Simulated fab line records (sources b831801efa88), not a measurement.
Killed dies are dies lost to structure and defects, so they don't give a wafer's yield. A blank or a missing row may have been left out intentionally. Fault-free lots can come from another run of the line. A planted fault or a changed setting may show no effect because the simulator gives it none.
Matching of chambers + flow gf180mcu + GF_MIM_CVD_05 on pecvd-01: 3 sister chambers
The step deposits Si3N4, target thk 42 nm, time 29.086 s. 3 wafers are shown with their chamber, then 8 later ones without.

EACH WAFER AND ITS CHAMBER
| wafer  | chamber | heater_power_w (W) |
|--------|---------|--------------------|
| L728.2 | 2       | 780                |
| L728.5 | 0       | 671                |
| L731.1 | 1       | 643                |

WAFERS MISSING THEIR CHAMBER
| wafer  | heater_power_w (W) |
|--------|--------------------|
| L731.4 | 677                |
| L731.5 | 623                |
| L737.1 | 540                |
| L737.3 | 680                |
| L737.6 | 531                |
| L739.1 | 573                |
| L739.2 | 730                |
| L739.6 | 557                |

WHICH CHAMBER EACH WENT THROUGH
| wafer  | from the rows above          | in truth |
|--------|------------------------------|----------|
| L731.4 | can't be placed: 0 or 1 or 2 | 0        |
| L731.5 | can't be placed: 1 or 0 or 2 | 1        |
| L737.1 | can't be placed: 1 or 0 or 2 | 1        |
| L737.3 | can't be placed: 0 or 1 or 2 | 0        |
| L737.6 | can't be placed: 1 or 0 or 2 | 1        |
| L739.1 | can't be placed: 1 or 0 or 2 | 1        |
| L739.2 | can't be placed: 2 or 0 or 1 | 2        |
| L739.6 | can't be placed: 1 or 0 or 2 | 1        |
Correct placement for 0 of the 8. These rows do not allow placing 8 (true chamber among the candidates in 8). Placed wrongly: 0.
How it was worked out, from the rows above alone: a wafer's distance from a chamber is the root of the sum, over the readings, of the square of ((its reading less the chamber's mean) divided by the reading's scatter). The wafer belongs to the nearest chamber; if the next one is less than 2 further off, it can't be placed. Each chamber's mean is taken over the wafers shown for it. The scatter (one wafer shown for each chamber): square how far every hidden wafer sits from the nearest shown wafer, average those squares and take the square root.
